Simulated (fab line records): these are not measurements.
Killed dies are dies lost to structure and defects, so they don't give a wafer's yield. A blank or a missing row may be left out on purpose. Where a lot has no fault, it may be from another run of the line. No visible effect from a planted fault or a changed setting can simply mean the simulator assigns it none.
What tool caused it? / flow gf180mcu / Sampling: 14 lots, 42 wafers, 4 of 602 route steps

== WHAT THE GAUGES READ, wafer by wafer ==
The record lacks any reading of a measuring or inspecting step that a usual standard deviation could be used to judge.

== WHICH TOOL RAN EACH LOT (tool, then ch and the chambers of the sampled wafers, then the start) ==
lot=L510; GF_HV_LDD_IMPLANT_34=implanter-01 ch 0, day 11 13:47; GF_V3_CMP_26=cmp-01 ch 0,1,2, day 22 14:29; GF_M4_SPUTTER_00=pvd_sputter-02, day 22 14:47; GF_M4_SPUTTER_02=pvd_sputter-02, day 22 14:55
lot=L511; GF_HV_LDD_IMPLANT_34=implanter-03 ch 0, day 11 22:28; GF_V3_CMP_26=cmp-02 ch 0,2,3, day 22 20:20; GF_M4_SPUTTER_00=pvd_sputter-03, day 22 20:32; GF_M4_SPUTTER_02=pvd_sputter-03, day 22 20:40
lot=L512; GF_HV_LDD_IMPLANT_34=implanter-01 ch 0, day 12 07:21; GF_V3_CMP_26=cmp-01 ch 1,2, day 23 08:04; GF_M4_SPUTTER_00=pvd_sputter-03, day 23 08:22; GF_M4_SPUTTER_02=pvd_sputter-03, day 23 08:29
lot=L514; GF_HV_LDD_IMPLANT_34=implanter-04 ch 0, day 12 20:39; GF_V3_CMP_26=cmp-01 ch 0,2,3, day 23 23:38; GF_M4_SPUTTER_00=pvd_sputter-02, day 23 23:56; GF_M4_SPUTTER_02=pvd_sputter-02, day 24 00:04
lot=L515; GF_HV_LDD_IMPLANT_34=implanter-04 ch 0, day 13 04:15; GF_V3_CMP_26=cmp-02 ch 1,2, day 24 07:55; GF_M4_SPUTTER_00=pvd_sputter-01, day 24 08:10; GF_M4_SPUTTER_02=pvd_sputter-01, day 24 08:18
lot=L516; GF_HV_LDD_IMPLANT_34=implanter-04 ch 0, day 13 17:36; GF_V3_CMP_26=cmp-02 ch 0,1,3, day 24 23:05; GF_M4_SPUTTER_00=pvd_sputter-02, day 24 23:23; GF_M4_SPUTTER_02=pvd_sputter-02, day 24 23:31
lot=L524; GF_HV_LDD_IMPLANT_34=implanter-01 ch 0, day 16 08:01; GF_V3_CMP_26=cmp-01 ch 1,2, day 27 12:26; GF_M4_SPUTTER_00=pvd_sputter-02, day 27 12:44; GF_M4_SPUTTER_02=pvd_sputter-02, day 27 12:52
lot=L525; GF_HV_LDD_IMPLANT_34=implanter-01 ch 0, day 16 13:13; GF_V3_CMP_26=cmp-01 ch 0,1,3, day 27 16:43; GF_M4_SPUTTER_00=pvd_sputter-03, day 27 16:52; GF_M4_SPUTTER_02=pvd_sputter-03, day 27 16:59
lot=L528; GF_HV_LDD_IMPLANT_34=implanter-04 ch 0, day 17 09:18; GF_V3_CMP_26=cmp-02 ch 0,1,3, day 28 08:53; GF_M4_SPUTTER_00=pvd_sputter-02, day 28 09:05; GF_M4_SPUTTER_02=pvd_sputter-02, day 28 09:13
lot=L529; GF_HV_LDD_IMPLANT_34=implanter-04 ch 0, day 17 20:56; GF_V3_CMP_26=cmp-02 ch 0,1,2, day 28 18:32; GF_M4_SPUTTER_00=pvd_sputter-03, day 28 18:41; GF_M4_SPUTTER_02=pvd_sputter-03, day 28 18:49
lot=L530; GF_HV_LDD_IMPLANT_34=implanter-01 ch 0, day 18 11:44; GF_V3_CMP_26=cmp-02 ch 0,3, day 29 07:09; GF_M4_SPUTTER_00=pvd_sputter-02, day 29 07:27; GF_M4_SPUTTER_02=pvd_sputter-02, day 29 07:35
lot=L531; GF_HV_LDD_IMPLANT_34=implanter-03 ch 0, day 18 12:01; GF_V3_CMP_26=cmp-01 ch 1,2,3, day 29 08:04; GF_M4_SPUTTER_00=pvd_sputter-01, day 29 08:16; GF_M4_SPUTTER_02=pvd_sputter-01, day 29 08:23
lot=L532; GF_HV_LDD_IMPLANT_34=implanter-03 ch 0, day 18 22:05; GF_V3_CMP_26=cmp-01 ch 0,1,3, day 29 16:18; GF_M4_SPUTTER_00=pvd_sputter-01, day 29 16:36; GF_M4_SPUTTER_02=pvd_sputter-01, day 29 16:44
lot=L533; GF_HV_LDD_IMPLANT_34=implanter-04 ch 0, day 19 04:46; GF_V3_CMP_26=cmp-01 ch 1,2,3, day 29 21:43; GF_M4_SPUTTER_00=pvd_sputter-03, day 29 22:01; GF_M4_SPUTTER_02=pvd_sputter-03, day 29 22:10
- GF_HV_LDD_IMPLANT_34
- GF_V3_CMP_26: polishes, stops on SiO2, t overpolish 15 s, target thk 0 nm.
- GF_M4_SPUTTER_00: material Ti, target thk 37.5 nm, time 150 s.
- GF_M4_SPUTTER_02: material AlCu, target thk 450 nm, time 23.9 s.

== WHAT THE TOOLS THEMSELVES READ (means of the sampled wafers that have a number; where no wafer has one, the mark that the record gives instead) ==
GF_HV_LDD_IMPLANT_34. Usual: dose_ions_cm2 7.499e+12, standard deviation 8.4e+09; faraday_current_uA 42.3, standard deviation 0.87.
lot=L510 tool=implanter-01 dose_ions_cm2=7.492e+12 faraday_current_uA=42.5 flag=
lot=L511 tool=implanter-03 dose_ions_cm2=7.502e+12 faraday_current_uA=41.9 flag=
lot=L512 tool=implanter-01 dose_ions_cm2=7.498e+12 faraday_current_uA=42.3 flag=
lot=L514 tool=implanter-04 dose_ions_cm2=7.510e+12 faraday_current_uA=41.8 flag=
lot=L515 tool=implanter-04 dose_ions_cm2=8.230e+12 faraday_current_uA=46.9 flag=OFF
lot=L516 tool=implanter-04 dose_ions_cm2=8.232e+12 faraday_current_uA=45.8 flag=OFF
lot=L524 tool=implanter-01 dose_ions_cm2=7.492e+12 faraday_current_uA=42.4 flag=
lot=L525 tool=implanter-01 dose_ions_cm2=7.503e+12 faraday_current_uA=42.6 flag=
lot=L528 tool=implanter-04 dose_ions_cm2=7.499e+12 faraday_current_uA=41.6 flag=
lot=L529 tool=implanter-04 dose_ions_cm2=7.493e+12 faraday_current_uA=42.5 flag=
lot=L530 tool=implanter-01 dose_ions_cm2=7.510e+12 faraday_current_uA=42.7 flag=
lot=L531 tool=implanter-03 dose_ions_cm2=7.497e+12 faraday_current_uA=41.5 flag=
lot=L532 tool=implanter-03 dose_ions_cm2=7.496e+12 faraday_current_uA=43.1 flag=
lot=L533 tool=implanter-04 dose_ions_cm2=7.492e+12 faraday_current_uA=42.2 flag=

GF_V3_CMP_26. Usual: motor_current_A 11.3 A, standard deviation 0.85; overpolish_run_s 15.000 s, standard deviation 0.0093; platen_rpm 60.00 rpm, standard deviation 0.035; time_to_endpoint_s 84 s, standard deviation 5.5.
lot=L510; tool=cmp-01; motor_current_A (A)=12.1; overpolish_run_s (s)=15.010; platen_rpm (rpm)=60.03; time_to_endpoint_s (s)=88; flag=
lot=L511; tool=cmp-02; motor_current_A (A)=10.6; overpolish_run_s (s)=14.999; platen_rpm (rpm)=60.00; time_to_endpoint_s (s)=81; flag=
lot=L512; tool=cmp-01; motor_current_A (A)=11.3; overpolish_run_s (s)=15.001; platen_rpm (rpm)=60.01; time_to_endpoint_s (s)=83; flag=
lot=L514; tool=cmp-01; motor_current_A (A)=11.5; overpolish_run_s (s)=15.003; platen_rpm (rpm)=59.97; time_to_endpoint_s (s)=83; flag=
lot=L515; tool=cmp-02; motor_current_A (A)=10.0; overpolish_run_s (s)=14.998; platen_rpm (rpm)=60.03; time_to_endpoint_s (s)=81; flag=
lot=L516; tool=cmp-02; motor_current_A (A)=10.7; overpolish_run_s (s)=14.998; platen_rpm (rpm)=60.00; time_to_endpoint_s (s)=82; flag=
lot=L524; tool=cmp-01; motor_current_A (A)=11.6; overpolish_run_s (s)=15.000; platen_rpm (rpm)=60.01; time_to_endpoint_s (s)=79; flag=
lot=L525; tool=cmp-01; motor_current_A (A)=11.8; overpolish_run_s (s)=15.002; platen_rpm (rpm)=60.02; time_to_endpoint_s (s)=86; flag=
lot=L528; tool=cmp-02; motor_current_A (A)=11.0; overpolish_run_s (s)=15.008; platen_rpm (rpm)=59.98; time_to_endpoint_s (s)=81; flag=
lot=L529; tool=cmp-02; motor_current_A (A)=10.0; overpolish_run_s (s)=15.002; platen_rpm (rpm)=60.01; time_to_endpoint_s (s)=84; flag=
lot=L530; tool=cmp-02; motor_current_A (A)=10.9; overpolish_run_s (s)=15.000; platen_rpm (rpm)=60.02; time_to_endpoint_s (s)=83; flag=
lot=L531; tool=cmp-01; motor_current_A (A)=11.2; overpolish_run_s (s)=14.997; platen_rpm (rpm)=60.03; time_to_endpoint_s (s)=84; flag=
lot=L532; tool=cmp-01; motor_current_A (A)=11.6; overpolish_run_s (s)=15.007; platen_rpm (rpm)=60.00; time_to_endpoint_s (s)=87; flag=
lot=L533; tool=cmp-01; motor_current_A (A)=11.7; overpolish_run_s (s)=14.998; platen_rpm (rpm)=60.03; time_to_endpoint_s (s)=83; flag=

GF_M4_SPUTTER_00. Usual: 29.9 % for throttle_valve_pct, sd 1.1.
lot=L510; tool=pvd_sputter-02; throttle_valve_pct (%)=30.0; flag=
lot=L511; tool=pvd_sputter-03; throttle_valve_pct (%)=31.0; flag=
lot=L512; tool=pvd_sputter-03; throttle_valve_pct (%)=28.6; flag=
lot=L514; tool=pvd_sputter-02; throttle_valve_pct (%)=29.6; flag=
lot=L515; tool=pvd_sputter-01; throttle_valve_pct (%)=29.0; flag=
lot=L516; tool=pvd_sputter-02; throttle_valve_pct (%)=29.6; flag=
lot=L524; tool=pvd_sputter-02; throttle_valve_pct (%)=29.7; flag=
lot=L525; tool=pvd_sputter-03; throttle_valve_pct (%)=29.3; flag=
lot=L528; tool=pvd_sputter-02; throttle_valve_pct (%)=29.7; flag=
lot=L529; tool=pvd_sputter-03; throttle_valve_pct (%)=31.3; flag=
lot=L530; tool=pvd_sputter-02; throttle_valve_pct (%)=30.0; flag=
lot=L531; tool=pvd_sputter-01; throttle_valve_pct (%)=30.0; flag=
lot=L532; tool=pvd_sputter-01; throttle_valve_pct (%)=31.3; flag=
lot=L533; tool=pvd_sputter-03; throttle_valve_pct (%)=29.4; flag=

GF_M4_SPUTTER_02. Usual: 29.8 % for throttle_valve_pct, sd 1.1.
lot=L510; tool=pvd_sputter-02; throttle_valve_pct (%)=30.0; flag=
lot=L511; tool=pvd_sputter-03; throttle_valve_pct (%)=31.0; flag=
lot=L512; tool=pvd_sputter-03; throttle_valve_pct (%)=28.5; flag=
lot=L514; tool=pvd_sputter-02; throttle_valve_pct (%)=29.5; flag=
lot=L515; tool=pvd_sputter-01; throttle_valve_pct (%)=29.0; flag=
lot=L516; tool=pvd_sputter-02; throttle_valve_pct (%)=29.5; flag=
lot=L524; tool=pvd_sputter-02; throttle_valve_pct (%)=29.7; flag=
lot=L525; tool=pvd_sputter-03; throttle_valve_pct (%)=29.4; flag=
lot=L528; tool=pvd_sputter-02; throttle_valve_pct (%)=29.5; flag=
lot=L529; tool=pvd_sputter-03; throttle_valve_pct (%)=31.2; flag=
lot=L530; tool=pvd_sputter-02; throttle_valve_pct (%)=30.1; flag=
lot=L531; tool=pvd_sputter-01; throttle_valve_pct (%)=30.1; flag=
lot=L532; tool=pvd_sputter-01; throttle_valve_pct (%)=31.2; flag=
lot=L533; tool=pvd_sputter-03; throttle_valve_pct (%)=29.1; flag=

== THE ANSWER, worked out from the rows above alone ==
Rule: a lot is off if the mean of its wafers that have a number lies more than 3 standard deviations from the usual mean. A lot without any number at a reading at which 4 lots or more have one is off too. Where the step has rows for the other lots, those lots are counted as sound. Order of review: gauges by route order, followed by the tools' own readings, for which a lot's mean as printed above is used. The first step at which some lot is off is used, and at that step the reading that is off furthest; a lot without a number counts as furthest.
Off at GF_HV_LDD_IMPLANT_34 (dose_ions_cm2): L515, L516.
A tool fits if, at that step or a process step before it, it ran every lot that is off, and no sound lot after the first of them. No candidate that was tried fits.

== WHAT HAD BEEN PUT IN BY THE SIMULATOR ==
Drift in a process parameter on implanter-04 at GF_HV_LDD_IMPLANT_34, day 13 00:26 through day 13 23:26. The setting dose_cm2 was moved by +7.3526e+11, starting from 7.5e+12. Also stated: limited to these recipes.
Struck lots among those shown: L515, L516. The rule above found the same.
